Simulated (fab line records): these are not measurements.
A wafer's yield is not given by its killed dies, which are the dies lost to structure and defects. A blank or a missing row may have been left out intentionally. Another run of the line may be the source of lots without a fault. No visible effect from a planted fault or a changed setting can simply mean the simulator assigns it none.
fab line records | flow gf180mcu
record lots=11 wafers=33 lastDay=34
route steps=602 shown STI@13 NWELL@52 LVPWELL@64 MVSD@76
lots that met no fault: from a run of the same line without faults
startH: hours from the record's first day to the start of the lot's first wafer shown | waitH: hours elapsed since this lot's preceding step | " identical to the entry in the row above | L1.1+2: a single row standing in for several wafers | - value missing, or start not given | * or withheld: withheld | < > ~ a bound
route shown NAME@n: a module of which the file shows steps, and the number in the route of the first | usual: mean/standard deviation of fault-free wafers | same: alike in all rows | chamber/n: place in a boat | sites: readings site by site | _std_site: standard deviation across them | _edge_site: inner sites' mean taken away from outer sites' mean | radiusMm: for every site, how far away it sits from the centre of the wafer | mask NAME#n: copy n | behind: tool/chamber where the wafer was last shaped | hold: reason for holding the lot/hours on hold/outcome of the hold | device: the n, p or np transistor that did not switch | end of line: the same wafers' tests at the end of the route | a step without rows: its recipe alone | killed: not the wafer's yield, but the dies lost to structure and defects at the first sort | map: a wafer's dies, marking killed ones x, the rest . and places with no die _
set.NAME: the setting that was run; set.NAME@STEP: the one run at that earlier step | model.NAME: the simulator's own value behind a step, which no gauge read
a sample of lots followed through the steps of the route, with each step as a table and each wafer as a row
services: when a tool's chamber went out of use (startH, in hours from the record's first day, below 0 if earlier), for how many hours, and the reason
## steps
# step GF_STI_CD_MEAS_12
# recipe targetCdNm=220
# usual cdNm=219.9/1.3
# columns lot.wafer tool chamber startH waitH cdNm
L501.1 cdSem-02 - 25.65 0.1 221.4
L501.2 " - " " 222.3
L501.6 " - " " 221.8
L502.3 cdSem-02 - 30.12 0.1 218.3
L502.4 " - " " 219.2
L502.6 " - " " 217.9
L503.1 cdSem-02 - 37.70 0.1 218.4
L503.4 " - " " 218.9
L503.5 " - " " 218.4
L505.2 cdSem-01 - 46.09 0.1 219.2
L505.4 " - " " 219.2
L505.5 " - " " 219.7
L507.2 cdSem-02 - 56.40 0.1 220.5
L507.5 " - " " 220.6
L507.6 " - " " 220.1
L513.3 cdSem-02 - 87.29 0.1 221.5
L513.4 " - " " 222.1
L513.6 " - " " 221.4
L516.1 cdSem-01 - 102.85 0.1 220.4
L516.3 " - " " 220.1
L516.6 " - " " 221.2
L519.2 cdSem-01 - 117.82 0.1 219.5
L519.3 " - " " 218.8
L519.4 " - " " 218.8
L522.2 cdSem-02 - 133.27 0.1 221.8
L522.4 " - " " 221.7
L522.5 " - " " 222.4
L523.2 cdSem-02 - 139.04 0.2 217.6
L523.4 " - " " 218.4
L523.6 " - " " 216.4
L524.2 cdSem-02 - 142.94 0.1 219.7
L524.3 " - " " 219.2
L524.6 " - " " 219.3
# step GF_NWELL_STRIP_10
# recipe chemistry=O2/N2 powerW=1400 pressureMtorr=1500 platenTempC=250 o2FlowSccm=3000 n2FlowSccm=300 overashFraction=0.5
# usual drypumpMotorCurrentA=5.6/0.47 heaterPowerW=346/55 o2FlowSccm=3000/8.6 oesProductAu=0.722/0.0047 stripTimeToEndpointS=36.96/0.11
# columns lot.wafer tool chamber startH waitH drypumpMotorCurrentA heaterPowerW o2FlowSccm oesProductAu rfHoursCounterH stripTimeToEndpointS
L501.1 plasmaAsher-01 1 56.27 0.1 5.7 334 3005 0.722 44 36.79
L501.2 " 0 " " 6.2 410 2995 0.722 44 36.81
L501.6 " 1 " " 5.7 343 3002 0.723 - 36.76
L502.3 plasmaAsher-02 1 60.80 0.2 5.2 408 3012 0.724 - 36.96
L502.4 " 0 " " 5.1 323 2994 0.712 - 36.94
L502.6 " 1 " " 5.2 407 3018 0.716 - 36.97
L503.1 plasmaAsher-01 0 69.50 0.1 6.2 405 3003 0.717 45 36.98
L503.4 " 1 " " 5.7 344 2999 0.719 - 37.09
L503.5 " 0 " " 6.3 405 3017 0.710 - 36.94
L505.2 plasmaAsher-01 0 77.75 0.1 6.2 409 2992 0.720 46 36.92
L505.4 " 0 " " 6.2 403 2997 0.722 - 36.83
L505.5 " 0 " " 6.2 408 2987 0.724 - 37.17
L507.2 plasmaAsher-01 1 87.72 0.1 5.7 334 3009 0.727 47 37.00
L507.5 " 0 " " 6.3 414 3004 0.728 - 36.89
L507.6 " 1 " " 5.8 342 3002 0.723 - 37.05
L513.3 plasmaAsher-03 0 121.94 0.1 5.0 265 2985 0.715 - 36.93
L513.4 " 1 " " 6.1 286 3006 0.721 - 36.82
L513.6 " 0 " " 5.0 271 2980 0.722 - 36.89
L516.1 plasmaAsher-03 1 138.06 0.1 6.1 287 3007 0.731 53 37.19
L516.3 " 0 " " 5.0 265 2997 0.720 - 37.23
L516.6 " 0 " " 5.1 269 2998 0.723 - 37.14
L519.2 plasmaAsher-02 1 152.41 0.1 5.2 426 3007 0.722 27 37.00
L519.3 " 0 " " 5.1 303 3001 0.722 - 36.92
L519.4 " 1 " " 5.2 404 3004 0.723 - 36.93
L522.2 plasmaAsher-03 1 177.45 0.1 6.1 280 2999 0.723 57 37.17
L522.4 " 1 " " 6.1 280 2986 0.723 - 37.14
L522.5 " 1 " " 6.1 291 2991 0.724 - 37.06
L523.2 plasmaAsher-02 0 177.61 0.1 5.1 315 2998 0.720 30 36.94
L523.4 " 1 " " 5.2 406 2998 0.725 - 36.93
L523.6 " 0 " " 5.1 320 3017 0.717 - 36.95
L524.2 plasmaAsher-01 0 181.36 0.1 6.2 429 3010 0.719 6 37.18
L524.3 " 1 " " 5.7 330 2990 0.723 - 37.09
L524.6 " 0 " " 6.2 420 3002 0.713 - 37.06
# step GF_LVPWELL_STRIP_10
# recipe chemistry=O2/N2 powerW=1400 pressureMtorr=1500 platenTempC=250 o2FlowSccm=3000 n2FlowSccm=300 overashFraction=0.5
# usual drypumpMotorCurrentA=5.7/0.43 heaterPowerW=373/55 o2FlowSccm=3000/9.1 oesProductAu=0.722/0.0045 stripTimeToEndpointS=36.94/0.097
# columns lot.wafer tool chamber startH waitH drypumpMotorCurrentA heaterPowerW o2FlowSccm oesProductAu rfHoursCounterH stripTimeToEndpointS
L501.1 plasmaAsher-04 1 69.74 0.1 6.2 318 2999 0.719 43 37.02
L501.2 " 0 " " 5.8 449 2988 0.720 43 37.03
L501.6 " 0 " " 5.8 434 2982 0.716 - 37.04
L502.3 plasmaAsher-02 0 74.04 0.1 5.1 307 3008 0.729 - 36.94
L502.4 " 1 " " 5.1 414 3001 0.722 - 36.87
L502.6 " 1 " " 5.2 415 3000 0.717 - 36.92
L503.1 plasmaAsher-02 0 82.65 0.1 5.1 318 3005 0.724 20 36.85
L503.4 " 0 " " 5.2 312 3008 0.727 - 36.93
L503.5 " 0 " " 5.1 315 3002 0.717 - 36.85
L505.2 plasmaAsher-04 1 91.89 0.1 6.1 312 2988 0.716 45 37.08
L505.4 " 0 " " 5.9 433 2997 0.728 - 36.95
L505.5 " 1 " " 6.1 318 2994 0.726 - 36.96
L507.2 plasmaAsher-02 0 101.50 0.1 5.1 314 3000 0.722 22 37.03
L507.5 " 1 " " 5.1 409 3004 0.725 - 37.02
L507.6 " 0 " " 5.1 313 3010 0.729 - 36.96
L513.3 plasmaAsher-02 1 136.49 0.1 5.2 411 3012 0.935 - -
L513.4 " 0 " " 5.2 317 3003 0.935 - -
L513.6 " 1 " " 5.2 417 3016 0.937 - -
L516.1 plasmaAsher-04 1 153.47 0.1 6.2 334 2993 0.723 51 37.03
L516.3 " 0 " " 5.8 444 3002 0.717 - 37.13
L516.6 " 1 " " 6.1 321 2989 0.716 - 37.04
L519.2 plasmaAsher-04 0 169.20 0.1 5.8 428 2986 0.723 53 36.81
L519.3 " 0 " " 5.8 441 3003 0.724 - 36.83
L519.4 " 1 " " 6.1 326 3005 0.721 - 36.70
L522.2 plasmaAsher-02 0 193.68 0.1 5.1 317 3004 0.719 32 36.94
L522.4 " 1 " " 5.2 401 3003 0.721 - 36.88
L522.5 " 0 " " 5.1 310 3006 0.724 - 36.98
L523.2 plasmaAsher-04 0 193.77 0.1 5.8 442 3012 0.719 56 36.89
L523.4 " 0 " " 5.9 437 3011 0.722 - 36.67
L523.6 " 1 " " 6.2 317 3017 0.716 - 36.88
L524.2 plasmaAsher-01 1 198.35 0.1 5.7 334 2983 0.716 8 37.02
L524.3 " 1 " " 5.7 337 2995 0.725 - 36.92
L524.6 " 1 " " 5.7 329 2989 0.724 - 36.99
# step GF_MVSD_STRIP_10
# recipe chemistry=O2/N2 powerW=1400 pressureMtorr=1500 platenTempC=250 o2FlowSccm=3000 n2FlowSccm=300 overashFraction=0.5
# usual drypumpMotorCurrentA=5.6/0.46 heaterPowerW=349/64 o2FlowSccm=3002/8.9 oesProductAu=0.723/0.0046 stripTimeToEndpointS=36.99/0.081
# columns lot.wafer tool chamber startH waitH drypumpMotorCurrentA heaterPowerW o2FlowSccm oesProductAu rfHoursCounterH stripTimeToEndpointS
L501.1 plasmaAsher-04 1 83.00 0.1 6.1 325 3004 0.730 44 36.85
L501.2 " 0 " " 5.8 450 2999 0.724 44 36.95
L501.6 " 0 " " 5.9 444 3002 0.722 - 36.91
L502.3 plasmaAsher-04 1 87.97 0.1 6.2 315 3005 0.723 - 36.97
L502.4 " 0 " " 5.8 449 3001 0.723 - 37.07
L502.6 " 1 " " 6.1 320 3010 0.710 - 37.00
L503.1 plasmaAsher-02 1 96.55 0.1 5.2 407 2987 0.728 21 36.97
L503.4 " 0 " " 5.1 310 3014 0.729 - 37.03
L503.5 " 0 " " 5.1 317 3013 0.728 - 36.98
L505.2 plasmaAsher-04 0 106.21 0.1 5.9 445 3001 0.721 46 37.13
L505.4 " 1 " " 6.2 320 3004 0.733 - 37.06
L505.5 " 0 " " 5.9 436 3004 0.727 - 37.06
L507.2 plasmaAsher-02 0 116.00 0.1 5.2 318 2994 0.720 24 36.93
L507.5 " 0 " " 5.2 312 3002 0.727 - 36.97
L507.6 " 1 " " 5.2 409 3018 0.724 - 36.95
L513.3 plasmaAsher-02 0 151.49 0.1 5.1 311 3015 0.720 - 57.81
L513.4 " 1 " " 5.2 409 3007 0.724 - 57.92
L513.6 " 0 " " 5.1 312 3011 0.725 - 57.94
L516.1 plasmaAsher-03 0 170.20 0.1 5.0 268 3003 0.724 56 37.04
L516.3 " 0 " " 5.0 268 3003 0.722 - 36.98
L516.6 " 1 " " 6.1 285 2992 0.721 - 36.87
L519.2 plasmaAsher-02 1 185.58 0.1 5.2 415 3013 0.723 31 36.94
L519.3 " 0 " " 5.2 316 2998 0.715 - 37.11
L519.4 " 1 " " 5.2 416 3008 0.722 - 37.04
L522.2 plasmaAsher-03 0 211.21 0.1 5.0 266 3003 0.720 60 36.94
L522.4 " 0 " " 5.0 277 2998 0.715 - 37.03
L522.5 " 1 " " 6.1 293 3010 0.722 - 36.95
L523.2 plasmaAsher-03 0 211.56 0.1 5.0 275 2996 0.722 60 37.06
L523.4 " 1 " " 6.1 285 2986 0.728 - 36.96
L523.6 " 0 " " 5.0 265 3016 0.727 - 37.01
L524.2 plasmaAsher-04 0 216.36 0.1 5.8 438 2998 0.727 58 36.97
L524.3 " 0 " " 5.8 436 3008 0.723 - 36.99
L524.6 " 0 " " 5.9 442 3002 0.726 - 36.96
# step GF_MVSD_TW_MEAS_11
# usual MVSD_TW=1592/7.5
# columns lot.wafer tool chamber startH waitH hold MVSD_TW
L501.1 filmMetro-01 - 83.10 0.1 - 1596
L501.2 " - " " - 1597
L501.6 " - " " - 1590
L502.3 filmMetro-01 - 88.06 0.1 - 1592
L502.4 " - " " - 1589
L502.6 " - " " - 1587
L503.1 filmMetro-02 - 96.65 0.1 - 1592
L503.4 " - " " - 1585
L503.5 " - " " - 1589
L505.2 filmMetro-02 - 106.32 0.1 - 1590
L505.4 " - " " - 1580
L505.5 " - " " - 1582
L507.2 filmMetro-04 - 116.11 0.1 - 1585
L507.5 " - " " - 1582
L507.6 " - " " - 1589
L513.3 filmMetro-01 - 151.58 0.1 awaitDispo/0.2h/release 30
L513.4 " - " " awaitDispo/0.2h/release 30
L513.6 " - " " awaitDispo/0.2h/release 30
L513.3 filmMetro-01 - 151.81 0.2 - 30
L513.4 " - " " - 30
L513.6 " - " " - 30
L516.1 filmMetro-02 - 170.30 0.1 - 1592
L516.3 " - " " - 1587
L516.6 " - " " - 1588
L519.2 filmMetro-02 - 185.69 0.1 - 1592
L519.3 " - " " - 1586
L519.4 " - " " - 1590
L522.2 filmMetro-02 - 211.32 0.1 - 1593
L522.4 " - " " - 1596
L522.5 " - " " - 1603
L523.2 filmMetro-04 - 211.67 0.1 - 1594
L523.4 " - " " - 1596
L523.6 " - " " - 1588
L524.2 filmMetro-01 - 216.47 0.1 - 1593
L524.3 " - " " - 1588
L524.6 " - " " - 1606
# step GF_VT_IMPLANT_RS_MEAS_47
# recipe thkMeasGauge=four-point-probe
# usual NWELL_RS=487.9/1.2
# columns lot.wafer tool chamber startH waitH NWELL_RS[ohm/sq]
L501.1 filmMetro-04 - 157.00 0.1 487.6
L501.2 " - " " 486.7
L501.6 " - " " 487.1
L502.3 filmMetro-04 - 162.78 0.1 487.7
L502.4 " - " " 489.6
L502.6 " - " " 488.8
L503.1 filmMetro-01 - 171.25 0.1 487.6
L503.4 " - " " 487.6
L503.5 " - " " 488.0
L505.2 filmMetro-01 - 181.77 0.1 486.5
L505.4 " - " " 487.1
L505.5 " - " " 486.4
L507.2 filmMetro-04 - 194.97 0.1 488.8
L507.5 " - " " 487.3
L507.6 " - " " 489.1
L516.1 filmMetro-01 - 258.13 0.1 488.2
L516.3 " - " " 488.1
L516.6 " - " " 488.0
L519.2 filmMetro-01 - 277.40 0.1 489.5
L519.3 " - " " 487.6
L519.4 " - " " 487.8
L522.2 filmMetro-01 - 307.67 0.1 488.2
L522.4 " - " " 490.2
L522.5 " - " " 487.4
L523.2 filmMetro-02 - 307.97 0.1 486.5
L523.4 " - " " 487.4
L523.6 " - " " 487.0
L524.2 filmMetro-04 - 313.41 0.1 488.1
L524.3 " - " " 489.6
L524.6 " - " " 486.9
## services
# columns tool chamber startH hours kind
plasmaAsher-04 - 61.29 0.4 repair
plasmaAsher-03 - 62.59 2.0 repair
plasmaAsher-01 - 108.75 9.0 pm
plasmaAsher-01 0 108.75 9.0 ventCycle
plasmaAsher-01 1 108.75 9.0 ventCycle
plasmaAsher-01 0 117.75 - clean
plasmaAsher-01 1 117.75 - clean
plasmaAsher-01 - 122.43 2.8 pm
plasmaAsher-01 - 175.44 1.5 repair
plasmaAsher-03 - 194.50 0.7 repair
plasmaAsher-03 - 209.59 0.6 repair
## key
firstSign step=GF_LVPWELL_STRIP_10 reading=oesProductAu direction=up sigmas=48 usual=0.722 struck=0.936
effect step=GF_MVSD_STRIP_10 reading=stripTimeToEndpointS direction=up sigmas=99+ usual=* struck=*
effect step=GF_MVSD_TW_MEAS_11 reading=visit direction=added
effect step=GF_MVSD_TW_MEAS_11 reading=MVSD_TW direction=down sigmas=99+ usual=1592 struck=30
metAt GF_LVPWELL_STRIP_10
struckLots L513
scrappedBehind GF_MVSD_TW_MEAS_11 L513.3,L513.4,L513.6
notActingAt GF_STI_CD_MEAS_12,GF_NWELL_STRIP_10,GF_VT_IMPLANT_RS_MEAS_47
onsetBetween 101.50 136.49
fault kind=stripAborted tool=plasmaAsher-02 chamber=- onsetH=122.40 steps=GF_LVPWELL_STRIP_10 offset=0.71433 endH=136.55
